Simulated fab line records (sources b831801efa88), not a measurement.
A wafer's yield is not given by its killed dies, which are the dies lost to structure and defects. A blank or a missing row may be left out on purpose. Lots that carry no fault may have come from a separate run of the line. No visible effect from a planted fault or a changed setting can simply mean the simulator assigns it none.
Matching of chambers | flow sky130 | cmp-01 running SKY_VIA4_CMP_02: 4 sister chambers
The step polishes SiO2. 7 wafers are shown with their chamber, then 8 later ones without.

## WAFERS WITH THEIR CHAMBER
wafer  | chamber | motor_current_A (A)
L797.5 | 3       | 12.7
L798.4 | 2       | 11.5
L798.5 | 0       | 12.0
L809.3 | 2       | 11.7
L809.4 | 1       | 11.4
L809.6 | 1       | 11.3
L810.2 | 3       | 12.6

## WAFERS WHOSE CHAMBER IS MISSING
wafer  | motor_current_A (A)
L810.4 | 11.3
L810.6 | 11.5
L811.1 | 11.7
L811.2 | 12.1
L811.4 | 11.4
L812.2 | 11.4
L812.3 | 12.4
L812.4 | 11.8

## THE CHAMBER EACH PASSED THROUGH
wafer  | from the rows above     | in truth
L810.4 | 1                       | 1
L810.6 | can't be placed: 2 or 1 | 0
L811.1 | 2                       | 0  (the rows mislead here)
L811.2 | 0                       | 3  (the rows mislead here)
L811.4 | can't be placed: 1 or 2 | 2
L812.2 | can't be placed: 1 or 2 | 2
L812.3 | can't be placed: 3 or 0 | 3
L812.4 | can't be placed: 0 or 2 | 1
Placed correctly: 1 of 8. From these rows, 5 cannot be placed; in 3 the true chamber is one of the candidates. Placed wrongly: 2.
How it was worked out, from the rows above alone: a wafer's distance from a chamber is the root of the sum, over the readings, of the square of ((its reading less the chamber's mean) divided by the reading's scatter). If the next closest chamber is less than 2 further off than the closest, the wafer can't be placed; otherwise it belongs to the closest. A chamber's mean is the mean of its shown wafers. How the scatter is found: for the shown wafers, subtract from each reading the mean of its chamber, square and add these, divide the total by (wafers less chambers), then take the root.
